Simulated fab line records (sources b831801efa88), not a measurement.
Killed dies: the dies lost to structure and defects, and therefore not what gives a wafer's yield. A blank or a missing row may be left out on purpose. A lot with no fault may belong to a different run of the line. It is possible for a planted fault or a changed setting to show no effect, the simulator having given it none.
Code-filled problem report in 8D (eight disciplines) form ; flow sfq line ; the parts of the form that need people (team, actions taken, sign-off) are left out

1. WHAT IS WRONG
thk nm at SFQ_TRILAYER_I0_METRO_MEASURE_029 reads a mean of 215.3 nm on 4 wafers of 2 lots; wafers without a fault read 200.0 nm with a standard deviation of 0.88. Measured from the usual mean, that is +17 standard deviations.
Earliest sighting: wafer L918.2 on film metro-03 at day 17 23:31. At this step, 42 wafers from 14 lots have a number in the record. Rule for "out", or "out of limits": more than 4 standard deviations from the usual mean. The other wafers with a number count as sound.

2. WHAT IT IS; WHAT IT IS NOT
question;is;is not
which readings at this step;thk nm;-
which lots;L918, L920;L903, L904, L905, L906, L907, L908, L909, L911, L913, L914, L922, L924
which wafers of those lots;L918.2, L918.3, L920.3, L920.6;L918.1, L920.1
read on which tools;film metro-03, film metro-04;film metro-02
when;from day 17 23:31;"up to then (31 sound wafers); but 7 sound wafers of L920, L922, L924 came after"

3. SUSPECTS, AND WHAT RULES EACH OUT
Counting: a tool at a process step up to the reading stays a suspect if it ran every lot that is out. Sound lots after the first of them don't rule it out here, since some wafers of a struck lot are sound.
- pecvd-04 at SFQ_TRILAYER_I0_DEP_PECVD_027 (deposits SiO2 from SiH4/N2O, time 111.11 s, target thk 500 nm): kept. Ran every lot that is out, first one L918 (day 17 15:55); last sound lot up to then L913 (day 15 17:26).
- cmp-01 at SFQ_TRILAYER_I0_CMP_CMP_028 (polishes SiO2): kept. Ran every lot that is out, first one L918 (day 17 15:59); last sound lot up to then L914 (day 16 09:47).
- Within pecvd-04 at SFQ_TRILAYER_I0_DEP_PECVD_027: the wafers that are out ran in chambers 0, 2; their sound lot-mates ran in chamber 1.
- Within cmp-01 at SFQ_TRILAYER_I0_CMP_CMP_028: the wafers that are out ran in chambers 0, 1, 2; their sound lot-mates ran in chamber 3.
Left after counting: pecvd-04 at SFQ_TRILAYER_I0_DEP_PECVD_027, cmp-01 at SFQ_TRILAYER_I0_CMP_CMP_028.

4. THE CAUSE (what the simulator had put in)
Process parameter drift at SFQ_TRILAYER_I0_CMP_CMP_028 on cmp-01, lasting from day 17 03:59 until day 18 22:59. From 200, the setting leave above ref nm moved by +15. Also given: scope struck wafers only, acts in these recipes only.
After counting, 2 suspects remain, this tool included.

5. THE CHAIN OF EFFECTS, in route order
One row per reading whose mean, taken over the struck wafers that have a number, lies over 3 standard deviations from the usual. Readings are gone through only where the record gives a usual standard deviation; hours: the median, over the lots, of the time from a lot's start at the first step in this table giving one to that lot's start at this step; sigmas: the change measured in usual standard deviations.
hours;step;reading;usual;on struck wafers;change;sigmas
0;SFQ_TRILAYER_I0_METRO_MEASURE_029;thk nm;200.0 nm;215.3;+15.3;+17
160;SFQ_TRILAYER_I0_VIA_ETCH_VIA_ETCH_034;oes product au;0.854 a.u.;0.891;+0.037;+7.4
Its process steps:
- SFQ_TRILAYER_I0_METRO_MEASURE_029
- SFQ_TRILAYER_I0_VIA_ETCH_VIA_ETCH_034: etches SiO2 in CHF3, stops on Nb, target depth 260 nm.

6. HOW IT WOULD HAVE BEEN CAUGHT EARLIER
First out-of-limits reading in this record: day 17 23:31, which is 20 hours after fault onset at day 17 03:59.
Of the tool readings at SFQ_TRILAYER_I0_CMP_CMP_028 for which the record gives a usual standard deviation, none was out on any struck wafer, so an alarm limit of 4 standard deviations on them would not have fired.
Of the lots that are out (2), L920 began SFQ_TRILAYER_I0_CMP_CMP_028 on cmp-01 after day 17 23:31. It would have been spared by a hold on the tool at that moment.
